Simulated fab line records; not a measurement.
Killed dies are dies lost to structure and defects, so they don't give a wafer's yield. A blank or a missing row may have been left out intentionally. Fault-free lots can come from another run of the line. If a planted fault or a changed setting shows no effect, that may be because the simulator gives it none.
2 desks, one fault / flow gf180mcu / each desk has only its own numbers; what lay behind them comes last

AT THE METROLOGY DESK
What the gauges read for every lot (on any tool): the sampled wafers with a number, averaged. Any lot whose mean is over 4 standard deviations away from the usual mean is out of limits and marked OUT; that distance is given in the brackets.
Columns: A = VT_IMPLANT_3_TW at GF_VT_IMPLANT_TW_MEAS_32, usual 266; B = POLY_GATE_CVD_00_THK at GF_POLY_GATE_THK_MEAS_01, usual 199.8 nm
lot=L587; first seen here=day 6 19:40; A=259; B=200.0
lot=L588; first seen here=day 7 07:11; A=264; B=199.5
lot=L590; first seen here=day 7 16:35; A=268; B=199.3
lot=L591; first seen here=day 8 00:10; A=264; B=198.0
lot=L593; first seen here=day 8 12:55; A=270; B=196.1
lot=L594; first seen here=day 8 19:56; A=263; B=200.2
lot=L595; first seen here=day 9 02:01; A=263; B=198.2
lot=L602; first seen here=day 11 01:34; A=264; B=198.5
lot=L605; first seen here=day 12 04:02; A=264; B=199.7
lot=L606; first seen here=day 12 05:45; A=263; B=199.9
lot=L608; first seen here=day 12 19:35; A=263; B=198.9
lot=L610; first seen here=day 13 11:58; A=271; B=199.8
This desk found nothing out of limits on any of the 12 lots.

FOR THE TOOL OWNER'S DESK: litho track-01
The tool's own readings at GF_VT_IMPLANT_COAT_35 (resist thk 1000 nm): means of the sampled wafers that have a number, for each lot that ran on this tool. Any lot whose mean is over 4 standard deviations away from the usual mean is out of limits and marked OUT; that distance is given in the brackets.
Columns: A = spin speed rpm at GF_VT_IMPLANT_COAT_35, usual 3000.4 rpm
lot=L588; first seen here=day 7 14:30; A=3001.5
lot=L593; first seen here=day 8 21:12; A=3002.9
lot=L595; first seen here=day 9 10:22; A=2998.2
lot=L602; first seen here=day 11 10:21; A=3001.1
lot=L605; first seen here=day 12 13:36; A=2999.3
This desk found nothing out of limits on any of the 5 lots.

PUT TOGETHER
Nothing out of limits was seen by the metrology desk.
The tool owner's desk saw nothing out of limits.

WHAT WAS PUT IN BY THE SIMULATOR
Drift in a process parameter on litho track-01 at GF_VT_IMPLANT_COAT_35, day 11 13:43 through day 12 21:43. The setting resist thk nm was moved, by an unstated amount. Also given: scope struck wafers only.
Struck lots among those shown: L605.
